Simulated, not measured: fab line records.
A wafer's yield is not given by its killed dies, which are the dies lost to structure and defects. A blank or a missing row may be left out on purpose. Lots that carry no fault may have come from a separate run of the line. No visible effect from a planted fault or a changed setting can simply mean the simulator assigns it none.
Which tool was responsible? ; flow sky130 ; 72 wafers from 24 lots sampled at 3 of the route's 708 steps

WHAT THE GAUGES READ, wafer by wafer
SKY_LI_CONTACT_RS_MEAS_22: measurement is done with a four-point probe.
lot;measured;on;LI_CONTACT_W_RS (ohm/sq)
L074;day 28 20:55;film-metro-01;0.2844 0.2849 0.2853
L075;day 29 08:32;film-metro-04;0.2861 0.2859 0.2835
L076;day 29 13:45;film-metro-04;0.2897 0.2912 0.2871
L077;day 30 11:08;film-metro-01;0.2865 0.2869 0.2891
L078;day 30 13:19;film-metro-04;0.2919 0.2843 0.2875
L079;day 30 17:50;film-metro-04;0.2883 0.2883 0.2844
L080;day 31 02:20;film-metro-01;0.2848 0.2835 0.2863
L082;day 32 15:11;film-metro-02;0.2870 0.2872 0.2871
L083;day 32 16:00;film-metro-02;0.2903 0.2896 0.2908
L081;day 32 17:13;film-metro-01;0.2806 0.2845 0.2832
L084;day 32 17:53;film-metro-04;0.2829 0.2836 0.2867
L085;day 33 00:34;film-metro-01;0.2886 0.2872 0.2873
L086;day 33 21:55;film-metro-01;0.2861 0.2867 0.2838
L087;day 34 00:28;film-metro-04;0.2917 0.2850 0.2866
L088;day 34 03:37;film-metro-04;0.2879 0.2872 0.2839
L089;day 34 14:31;film-metro-04;0.2880 0.2860 0.2855
L090;day 34 18:56;film-metro-01;0.2791 0.2836 0.2821
L092;day 34 21:49;film-metro-02;0.2888 0.2881 0.2887
L091;day 35 00:04;film-metro-02;0.2825 0.2870 0.2839
L093;day 35 13:03;film-metro-01;0.2835 0.2866 0.2843
L094;day 35 14:38;film-metro-02;0.2849 0.2812 0.2865
L095;day 35 22:09;film-metro-01;0.2834 0.2831 0.2845
L096;day 36 08:08;film-metro-04;0.2842 0.2868 0.2817
L097;day 36 10:23;film-metro-02;0.2832 0.2828 0.2863

SKY_CONTACT_CD_MEAS_14 targets a cd of 170 nm.
lot;measured;on;cd-nm (nm)
L074;day 31 05:25;cd-sem-02;168.7 166.8 168.3
L075;day 31 16:56;cd-sem-02;169.5 170.2 171.5
L076;day 31 22:58;cd-sem-01;170.9 170.7 169.7
L077;day 32 18:46;cd-sem-01;169.5 169.5 168.8
L078;day 32 21:14;cd-sem-01;171.9 172.7 171.8
L079;day 33 02:37;cd-sem-02;171.6 167.9 170.0
L080;day 33 09:49;cd-sem-01;171.1 172.0 170.9
L082;day 34 22:25;cd-sem-01;170.4 169.9 170.1
L083;day 34 23:29;cd-sem-02;170.1 171.4 171.5
L081;day 35 01:44;cd-sem-01;165.7 167.8 166.8
L084;day 35 02:43;cd-sem-01;166.0 167.2 165.7
L085;day 35 08:38;cd-sem-01;171.0 170.3 172.1
L086;day 36 04:26;cd-sem-01;170.8 172.7 172.1
L087;day 36 10:11;cd-sem-02;170.9 172.0 171.3
L088;day 36 11:10;cd-sem-02;170.4 167.7 169.3
L089;day 36 21:31;cd-sem-01;169.5 170.3 170.3
L090;day 37 02:19;cd-sem-02;170.9 169.6 170.6
L092;day 37 04:19;cd-sem-02;172.4 170.9 171.7
L091;day 37 07:01;cd-sem-02;168.8 168.0 168.3
L093;day 37 19:29;cd-sem-02;169.4 169.2 169.0
L094;day 37 21:25;cd-sem-02;170.0 170.5 169.1
L095;day 38 03:11;cd-sem-02;172.6 172.3 172.6
L096;day 38 14:08;cd-sem-01;168.8 168.8 169.4
L097;day 38 15:26;cd-sem-02;171.8 172.1 172.7

WHAT TOOL EACH LOT RAN ON (gives the tool, then ch and the chambers of the sampled wafers, and finally the start)
lot;SKY_LI_CONTACT_CMP_24
L074;cmp-02 ch 0,1,2, day 28 21:05
L075;cmp-01 ch 1,2,3, day 29 08:41
L076;cmp-01 ch 0,2,3, day 29 13:58
L077;cmp-01 ch 0,1,3, day 30 11:19
L078;cmp-02 ch 2,3, day 30 13:27
L079;cmp-02 ch 0,1,3, day 30 18:01
L080;cmp-01 ch 1,2, day 31 02:29
L082;cmp-01 ch 0,2,3, day 32 15:23
L083;cmp-01 ch 0,1,3, day 32 16:14
L081;cmp-01 ch 1,2,3, day 32 17:24
L084;cmp-01 ch 0,2,3, day 32 18:23
L085;cmp-01 ch 0,2,3, day 33 01:07
L086;cmp-01 ch 0,1,3, day 33 22:22
L087;cmp-01 ch 2,3, day 34 00:37
L088;cmp-02 ch 0,1,2, day 34 03:48
L089;cmp-02 ch 1,2,3, day 34 14:41
L090;cmp-01 ch 0,1, day 34 19:06
L092;cmp-02 ch 0,2, day 34 22:02
L091;cmp-02 ch 0,2,3, day 35 00:15
L093;cmp-02 ch 0,2,3, day 35 13:14
L094;cmp-01 ch 0,1, day 35 14:50
L095;cmp-01 ch 0,2,3, day 35 22:26
L096;cmp-01 ch 0,2,3, day 36 08:22
L097;cmp-02 ch 0,1,3, day 36 10:37
- SKY_LI_CONTACT_CMP_24: polishes, stops on PSG, t overpolish 20 s, target thk 0 nm.

AS READ BY THE TOOLS THEMSELVES (means over the sampled wafers that have a number; for cases with no such wafer, the mark the record gives instead)
SKY_LI_CONTACT_CMP_24.
lot;tool;motor-current-A (A);overpolish-run-s (s);time-to-endpoint-s (s)
L074;cmp-02;11.2;19.991;95
L075;cmp-01;11.2;19.994;101
L076;cmp-01;11.2;20.003;97
L077;cmp-01;11.1;20.000;97
L078;cmp-02;10.6;20.000;95
L079;cmp-02;11.2;19.999;97
L080;cmp-01;11.1;20.001;100
L082;cmp-01;11.3;20.004;100
L083;cmp-01;11.5;20.005;96
L081;cmp-01;11.3;20.008;99
L084;cmp-01;11.2;20.000;101
L085;cmp-01;11.2;19.997;101
L086;cmp-01;11.4;19.993;97
L087;cmp-01;11.2;19.996;96
L088;cmp-02;11.3;19.999;92
L089;cmp-02;11.0;20.005;96
L090;cmp-01;11.8;20.004;98
L092;cmp-02;10.7;20.000;93
L091;cmp-02;10.9;19.995;93
L093;cmp-02;10.5;19.992;94
L094;cmp-01;11.4;20.004;96
L095;cmp-01;11.2;20.000;96
L096;cmp-01;11.3;20.001;96
L097;cmp-02;11.0;20.002;100

THE ANSWER, worked out from the rows above alone
Rule: the usual values come from the lots themselves. The widest of any qualifying gaps counts: lots, ordered by their means at a reading, are off when they make up no more than a third of the lots, leave a main group of 4 or more, and stand apart from it by 3 or more times the standard deviation of that group's means. A main group is skipped when, at the precision printed for the reading in the tables above, its means are all equal. A lot without any number at a reading at which 4 lots or more have one is off too. Where the step has rows for the other lots, those lots are counted as sound. First the gauges in route order, then the tools' own readings, where a lot's mean is used as printed above. At the first step where some lot is off, the reading lying furthest off is the one used; lots without a number count as furthest.
Nothing can be told from this: no lot is off at any reading shown.

WHAT WAS PUT IN BY THE SIMULATOR
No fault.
